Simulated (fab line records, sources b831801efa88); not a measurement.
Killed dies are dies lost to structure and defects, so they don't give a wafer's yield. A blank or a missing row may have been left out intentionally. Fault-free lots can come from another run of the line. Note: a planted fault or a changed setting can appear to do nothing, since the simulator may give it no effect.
Split-lot trial | flow gf180mcu | 23 wafers read across 5 lots, on a route 602 steps long

## THE SPLIT
At GF_VT_IMPLANT_IMPLANT_19, the setting doseCm2 was moved away from the recipe's 4.35e+12 on 10 of the 23 wafers read, by +4.9% to +12.9%. For the rest of the wafers, this setting stayed at what the recipe calls for.

## FROM THE SPLIT ON TO THE READING: in between, the file shows 1 step
- GF_VT_IMPLANT_STRIP_20: strips in O2/N2

## THE READING
VT_IMPLANT_2_TW, at GF_VT_IMPLANT_TW_MEAS_21. Fault-free wafers of this fab line usually give 1223, standard deviation 8.7.

wafer  | tool, chamber at the split | doseCm2 as run | against the recipe | VT_IMPLANT_2_TW | against lot-mates on the recipe
L075.2 | implanter-01, 0            | 4.35e+12       | recipe             | 1219            | -
L075.3 | implanter-01, 0            | 4.622e+12      | +6.3%              | 1246            | +33
L075.4 | implanter-01, 0            | 4.622e+12      | +6.3%              | 1242            | +29
L075.5 | implanter-01, 0            | 4.35e+12       | recipe             | 1211            | -
L075.6 | implanter-01, 0            | 4.35e+12       | recipe             | 1208            | -
L077.1 | implanter-01, 0            | 4.913e+12      | +12.9%             | 1266            | +55
L077.2 | implanter-01, 0            | 4.913e+12      | +12.9%             | 1260            | +49
L077.4 | implanter-01, 0            | 4.35e+12       | recipe             | 1210            | -
L077.5 | implanter-01, 0            | 4.913e+12      | +12.9%             | 1247            | +36
L077.6 | implanter-01, 0            | 4.35e+12       | recipe             | 1212            | -
L080.2 | implanter-01, 0            | 4.35e+12       | recipe             | 1206            | -
L080.3 | implanter-01, 0            | 4.35e+12       | recipe             | 1215            | -
L080.6 | implanter-01, 0            | 4.35e+12       | recipe             | 1213            | -
L084.1 | implanter-01, 0            | 4.565e+12      | +4.9%              | 1249            | +14
L084.2 | implanter-01, 0            | 4.35e+12       | recipe             | 1238            | -
L084.3 | implanter-01, 0            | 4.35e+12       | recipe             | 1229            | -
L084.5 | implanter-01, 0            | 4.35e+12       | recipe             | 1239            | -
L084.6 | implanter-01, 0            | 4.565e+12      | +4.9%              | 1253            | +18
L085.1 | implanter-01, 0            | 4.631e+12      | +6.5%              | 1249            | +26
L085.2 | implanter-01, 0            | 4.35e+12       | recipe             | 1219            | -
L085.3 | implanter-01, 0            | 4.631e+12      | +6.5%              | 1244            | +22
L085.4 | implanter-01, 0            | 4.35e+12       | recipe             | 1226            | -
L085.5 | implanter-01, 0            | 4.631e+12      | +6.5%              | 1243            | +20

FIT RESULTS
A straight line over all 23 wafers: VT_IMPLANT_2_TW changes by +3.31 for each +1% of doseCm2; r = +0.83; the points scatter about the line by 10.
The same after taking each lot's own level away (the mean of its wafers on the recipe; 23 wafers): +3.69 for each +1%; r = +0.96; scatter 5.2.
On that fit, the largest move of doseCm2 shifts the reading by 48.
From 1211.0 to 1235.3: that is the span of the lots' own levels, equal to 2.8 times the standard deviation above.
In other words, the slope is changed by the lot-to-lot level; the two fits disagree.
Check: with one of the wafers moved furthest among these (+12.9%) left out of the fit, the line predicts +45.8 for it against its lot-mates. It came out at +55 against them.

## FILE'S OWN FIT
VT_IMPLANT_2_TW changes by +3.74 for each +1% of doseCm2, r = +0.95.
